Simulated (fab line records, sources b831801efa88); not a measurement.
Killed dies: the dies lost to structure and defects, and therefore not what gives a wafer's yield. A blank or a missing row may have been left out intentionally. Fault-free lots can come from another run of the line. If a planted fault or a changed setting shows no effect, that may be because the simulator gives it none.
Matching of chambers | flow sky130 | cmp-02 running SKY_FIELD_ISO_CMP_27: 4 sister chambers
The step polishes, stops on Si3N4, t overpolish 16 s, target thk 457.8 nm. 16 wafers are shown with their chamber, then 8 later ones without.

WAFERS PAIRED WITH THEIR CHAMBERS
wafer  | chamber | motor current A (A) | time to endpoint s (s) | overpolish run s (s)
L230.3 | 1       | 13.2                | 111                    | 15.998
L230.4 | 3       | 12.8                | 113                    | 15.990
L230.6 | 3       | 12.3                | 115                    | 15.998
L231.2 | 1       | 13.1                | 115                    | 15.998
L231.3 | 3       | 12.2                | 113                    | 15.994
L231.6 | 3       | 12.4                | 111                    | 16.003
L234.4 | 0       | 11.4                | 108                    | 16.011
L234.5 | 0       | 12.0                | 109                    | 16.001
L234.6 | 1       | 12.8                | 108                    | 15.994
L235.1 | 1       | 12.8                | 108                    | 16.002
L235.2 | 2       | 11.5                | 114                    | 15.999
L235.3 | 3       | 12.5                | 111                    | 16.006
L236.1 | 1       | 13.3                | 107                    | 15.989
L236.3 | 2       | 11.3                | 114                    | 16.000
L236.5 | 2       | 11.9                | 115                    | 16.006
L237.3 | 2       | 12.1                | 112                    | 15.998

SIGNATURES (means of the wafers above)
reading            | chamber 0 | chamber 1 | chamber 2 | chamber 3 | scatter within a chamber
motor current A    | 11.700    | 13.040    | 11.700    | 12.440    | 0.289
time to endpoint s | 108.50    | 109.80    | 113.75    | 112.60    | 2.22
overpolish run s   | 16.00600  | 15.99620  | 16.00075  | 15.99820  | 0.00543
Rule: distance of a wafer from a chamber = root of the sum over the readings of ((wafer's reading minus chamber's mean) / reading's scatter) squared. If the next closest chamber is less than 2 further off than the closest, the wafer can't be placed; otherwise it belongs to the closest. The scatter: the root of (the sum of the squares of (reading less its chamber's mean) over the shown wafers, divided by (wafers less chambers)).

WAFERS WITHOUT THEIR CHAMBER
wafer  | motor current A (A) | time to endpoint s (s) | overpolish run s (s)
L237.4 | 11.9                | 109                    | 16.000
L237.6 | 12.2                | 105                    | 16.001
L242.2 | 12.9                | 111                    | 16.003
L242.5 | 12.7                | 116                    | 15.997
L242.6 | 11.5                | 115                    | 16.020
L243.2 | 11.2                | 119                    | 15.988
L243.3 | 13.0                | 113                    | 15.990
L243.6 | 12.2                | 123                    | 16.001

WHICH CHAMBER EACH WENT THROUGH
wafer  | from the rows above               | in truth
L237.4 | can't be placed: 0 or 2 or 3      | 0
L237.6 | can't be placed: 0 or 3 or 1 or 2 | 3
L242.2 | can't be placed: 1 or 3           | 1
L242.5 | can't be placed: 3 or 1 or 2      | 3
L242.6 | can't be placed: 2 or 0 or 3      | 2
L243.2 | can't be placed: 2 or 3           | 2
L243.3 | can't be placed: 1 or 3           | 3
L243.6 | can't be placed: 2 or 3           | 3
Placed correctly: 0 of 8. From these rows, 8 cannot be placed; in 8 the true chamber is one of the candidates. Placed wrongly: 0.
